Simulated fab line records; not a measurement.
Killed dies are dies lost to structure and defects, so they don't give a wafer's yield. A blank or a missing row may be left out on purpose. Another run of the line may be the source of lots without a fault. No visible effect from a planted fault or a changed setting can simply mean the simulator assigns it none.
Which tool was responsible? || flow sky130 || 11 lots with 33 wafers sampled at 3 steps, on a route of 708 steps

## WHAT EACH GAUGE READ, for each wafer
SKY_VIA1_RS_MEAS_22: the measuring method here is four-point-probe.
{"lot": "L721", "measured": "day 34 02:51", "on": "film metro-02", "VIA1_W_RS (ohm/sq)": "0.424 0.425 0.426"}
{"lot": "L723", "measured": "day 35 03:59", "on": "film metro-01", "VIA1_W_RS (ohm/sq)": "0.431 0.426 0.433"}
{"lot": "L724", "measured": "day 35 07:28", "on": "film metro-01", "VIA1_W_RS (ohm/sq)": "0.422 0.424 0.423"}
{"lot": "L727", "measured": "day 36 03:16", "on": "film metro-01", "VIA1_W_RS (ohm/sq)": "0.425 0.426 0.428"}
{"lot": "L729", "measured": "day 37 02:59", "on": "film metro-04", "VIA1_W_RS (ohm/sq)": "0.431 0.429 0.422"}
{"lot": "L730", "measured": "day 37 03:20", "on": "film metro-02", "VIA1_W_RS (ohm/sq)": "0.428 0.430 0.429"}
{"lot": "L732", "measured": "day 37 20:12", "on": "film metro-01", "VIA1_W_RS (ohm/sq)": "0.427 0.433 0.429"}
{"lot": "L739", "measured": "day 39 17:44", "on": "film metro-02", "VIA1_W_RS (ohm/sq)": "0.432 0.435 0.431"}
{"lot": "L741", "measured": "day 40 04:55", "on": "film metro-02", "VIA1_W_RS (ohm/sq)": "0.417 0.610 0.421"}
{"lot": "L743", "measured": "day 40 16:57", "on": "film metro-02", "VIA1_W_RS (ohm/sq)": "0.435 0.433 0.434"}
{"lot": "L744", "measured": "day 41 02:48", "on": "film metro-04", "VIA1_W_RS (ohm/sq)": "0.429 0.429 0.437"}

## TOOL THAT RAN EACH LOT (tool first, then ch and the chambers of the sampled wafers, then the start)
{"lot": "L721", "SKY_METAL1_STRIP_20": "plasma asher-02 ch 0,1, day 32 21:57", "SKY_VIA1_CVD_21": "cvd w-02 ch 0,1, day 34 02:46"}
{"lot": "L723", "SKY_METAL1_STRIP_20": "plasma asher-02 ch 0,1, day 33 23:36", "SKY_VIA1_CVD_21": "cvd w-02 ch 0, day 35 03:48"}
{"lot": "L724", "SKY_METAL1_STRIP_20": "plasma asher-03 ch 0,1, day 34 02:56", "SKY_VIA1_CVD_21": "cvd w-01 ch 0,1, day 35 07:20"}
{"lot": "L727", "SKY_METAL1_STRIP_20": "plasma asher-04 ch 0,1, day 34 23:06", "SKY_VIA1_CVD_21": "cvd w-01 ch 0,1, day 36 03:10"}
{"lot": "L729", "SKY_METAL1_STRIP_20": "plasma asher-03 ch 0,1, day 35 22:57", "SKY_VIA1_CVD_21": "cvd w-01 ch 0,1, day 37 02:52"}
{"lot": "L730", "SKY_METAL1_STRIP_20": "plasma asher-03 ch 0,1, day 35 23:55", "SKY_VIA1_CVD_21": "cvd w-02 ch 0,1, day 37 03:15"}
{"lot": "L732", "SKY_METAL1_STRIP_20": "plasma asher-04 ch 0,1, day 36 16:43", "SKY_VIA1_CVD_21": "cvd w-02 ch 0, day 37 20:07"}
{"lot": "L739", "SKY_METAL1_STRIP_20": "plasma asher-04 ch 0,1, day 38 14:33", "SKY_VIA1_CVD_21": "cvd w-01 ch 0,1, day 39 17:39"}
{"lot": "L741", "SKY_METAL1_STRIP_20": "plasma asher-04 ch 0,1, day 39 01:40", "SKY_VIA1_CVD_21": "cvd w-02 ch 0,1, day 40 04:49"}
{"lot": "L743", "SKY_METAL1_STRIP_20": "plasma asher-04 ch 0,1, day 39 13:08", "SKY_VIA1_CVD_21": "cvd w-01 ch 0,1, day 40 16:51"}
{"lot": "L744", "SKY_METAL1_STRIP_20": "plasma asher-03 ch 0,1, day 39 22:44", "SKY_VIA1_CVD_21": "cvd w-01 ch 0,1, day 41 02:41"}
- SKY_METAL1_STRIP_20: strips in O2/N2.
- SKY_VIA1_CVD_21: deposits W, target thk 270 nm, time 80.902 s.

## THE ANSWER, worked out from the rows above alone
Rule: the usual values come from the lots themselves. The widest of any qualifying gaps counts: lots, ordered by their means at a reading, are off when they make up no more than a third of the lots, leave a main group of 4 or more, and stand apart from it by 3 or more times the standard deviation of that group's means. A main group whose means are all the same, to the digits that the tables above print for the reading, isn't used. A lot without any number at a reading at which 4 lots or more have one is off too. All remaining lots with rows at the step are treated as sound.
Off: L741, at SKY_VIA1_RS_MEAS_22 (VIA1_W_RS). Mean 0.429 ohm/sq and standard deviation 0.0033 in the main group.
A tool fits if, at a process step before that reading, it ran every lot that is off, and no sound lot after the first of them. Those tools and the gauges at SKY_VIA1_RS_MEAS_22 are tried in the same way. One fits: SKY_VIA1_CVD_21 on cvd w-02. Its last sound lot is L732 (day 37 20:07), its first lot that is off L741 (day 40 04:49): a fault that began between those two fits.

## WHAT THE SIMULATOR HAD INSERTED
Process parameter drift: cvd w-02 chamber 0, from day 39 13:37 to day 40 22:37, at SKY_VIA1_CVD_21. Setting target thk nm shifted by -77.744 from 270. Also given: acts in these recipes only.
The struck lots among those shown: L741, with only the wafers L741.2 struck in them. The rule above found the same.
